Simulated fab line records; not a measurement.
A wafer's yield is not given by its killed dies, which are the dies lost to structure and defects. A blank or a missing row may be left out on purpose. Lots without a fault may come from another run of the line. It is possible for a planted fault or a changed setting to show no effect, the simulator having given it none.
Which of the tools did it?    flow gf180mcu    14 lots, 42 wafers sampled, at 3 steps of a route of 602

## WHAT THE GAUGES READ, wafer by wafer
GF_DNWELL_TW_MEAS_09. Usual: DNWELL_TW 1337, standard deviation 18.
lot   measured     on             DNWELL_TW       flag
L887  day 2 20:07  film-metro-04  1324 1329 1335  
L888  day 3 00:50  film-metro-03  1364 1362 1371  
L889  day 3 05:32  film-metro-01  1330 1326 1323  
L890  day 3 11:32  film-metro-03  1342 1345 1339  
L891  day 3 15:44  film-metro-04  1344 1350 1350  
L892  day 3 20:16  film-metro-04  1336 1340 1347  
L895  day 4 12:44  film-metro-03  1360 1354 1357  
L897  day 5 01:24  film-metro-01  1311 1304 1306  
L901  day 5 21:27  film-metro-01  1325 1318 1319  
L903  day 6 08:07  film-metro-03  1351 1358 1356  
L904  day 6 13:46  film-metro-04  1335 1339 1344  
L908  day 7 10:47  film-metro-01  1313 1309 1316  
L909  day 7 16:38  film-metro-04  1339 1338 1336  
L910  day 7 22:25  film-metro-04  1347 1347 1349  

GF_PSD_RS_MEAS_15: the measuring method here is four-point-probe. Usual: PSD_RS 108.5 ohm/sq, standard deviation 0.33.
lot   measured      on             PSD_RS (ohm/sq)    flag
L887  day 14 09:05  film-metro-02  108.8 108.4 108.7  
L888  day 14 14:26  film-metro-02  108.8 108.2 108.5  
L889  day 14 23:26  film-metro-01  109.0 109.0 108.7  
L890  day 15 15:11  film-metro-01  108.7 108.2 109.1  
L891  day 15 20:19  film-metro-01  109.0 108.8 108.7  
L892  day 16 05:29  film-metro-03  108.3 107.9 108.6  
L895  day 16 21:55  film-metro-01  108.7 109.0 108.9  
L897  day 18 02:17  film-metro-01  108.7 108.8 108.6  
L901  day 19 05:37  film-metro-02  109.0 109.1 108.9  
L908  day 21 17:34  film-metro-01  108.2 108.9 108.1  
L909  day 21 18:51  film-metro-02  108.4 108.3 108.5  
L910  day 22 04:16  film-metro-03  108.1 108.4 108.2  

## EACH LOT AND THE TOOL THAT RAN IT (in order: tool; ch and the chambers of the sampled wafers; start)
lot   GF_DUAL_GATE_OXIDATION_15
L887  furnace-02 ch 0, day 8 11:46
L888  furnace-01 ch 0, day 8 18:18
L889  furnace-02 ch 0, day 9 00:26
L890  furnace-01 ch 0, day 9 07:53
L891  furnace-01 ch 0, day 9 13:49
L892  furnace-01 ch 0, day 9 23:11
L895  furnace-01 ch 0, day 10 14:22
L897  furnace-02 ch 0, day 11 08:50
L901  furnace-02 ch 0, day 12 10:11
L903  furnace-01, day 12 21:12
L904  furnace-01, day 13 03:53
L908  furnace-02 ch 0, day 14 13:49
L909  furnace-01 ch 0, day 14 16:04
L910  furnace-02 ch 0, day 15 00:07
- GF_DUAL_GATE_OXIDATION_15: stabilise 600 s, purge 300 s, target thk 7.098 nm.

## AS READ BY THE TOOLS THEMSELVES (means over the sampled wafers that have a number; for cases with no such wafer, the mark the record gives instead)
GF_DUAL_GATE_OXIDATION_15. Usual: ox-temp-c 850.0 C, standard deviation 0.4; ox-temp-c-max 853.9, standard deviation 1.1; spike-tc-centre-C 852.2 C, standard deviation 0.96; zone-power-lower-pct 14.3 %, standard deviation 1.6.
lot   tool        ox-temp-c (C)  ox-temp-c-max  spike-tc-centre-C (C)  zone-power-lower-pct (%)  flag
L887  furnace-02  849.7          854.3          851.7                  16.4                      
L888  furnace-01  850.0          853.1          851.7                  13.0                      
L889  furnace-02  850.3          855.5          852.4                  16.2                      
L890  furnace-01  849.9          852.9          851.2                  13.1                      
L891  furnace-01  849.6          852.6          853.4                  13.1                      
L892  furnace-01  850.1          853.3          851.6                  13.0                      
L895  furnace-01  849.6          852.8          851.8                  13.1                      
L897  furnace-02  850.4          855.8          852.5                  16.1                      
L901  furnace-02  850.1          855.3          852.2                  16.4                      
L903  furnace-01  -              -              -                      -                         OFF
L904  furnace-01  -              -              -                      -                         OFF
L908  furnace-02  849.9          854.5          852.8                  16.3                      
L909  furnace-01  850.3          853.9          852.2                  13.0                      
L910  furnace-02  850.0          854.6          852.7                  16.2                      

## THE ANSWER, worked out from the rows above alone
Rule: a lot counts as off when the mean over its wafers that have a number is more than 3 standard deviations away from the usual mean. Also off: a lot with no number at a reading for which 4 or more lots have one. Any other lot the step has rows for is counted as sound. The gauges are gone through in route order, then the tools' own readings, and for those a lot's mean is taken as printed above. At the first step where some lot is off, the reading lying furthest off is the one used; lots without a number count as furthest.
Off: L903, L904, at GF_DUAL_GATE_OXIDATION_15 (ox-temp-c). Without a number there: L903, L904.
If a tool, at that step or one of the process steps before it, ran each lot that is off and ran no sound lot following the first of them, it fits. Not one of the candidates tried fits.

## WHAT THE SIMULATOR HAD PUT IN
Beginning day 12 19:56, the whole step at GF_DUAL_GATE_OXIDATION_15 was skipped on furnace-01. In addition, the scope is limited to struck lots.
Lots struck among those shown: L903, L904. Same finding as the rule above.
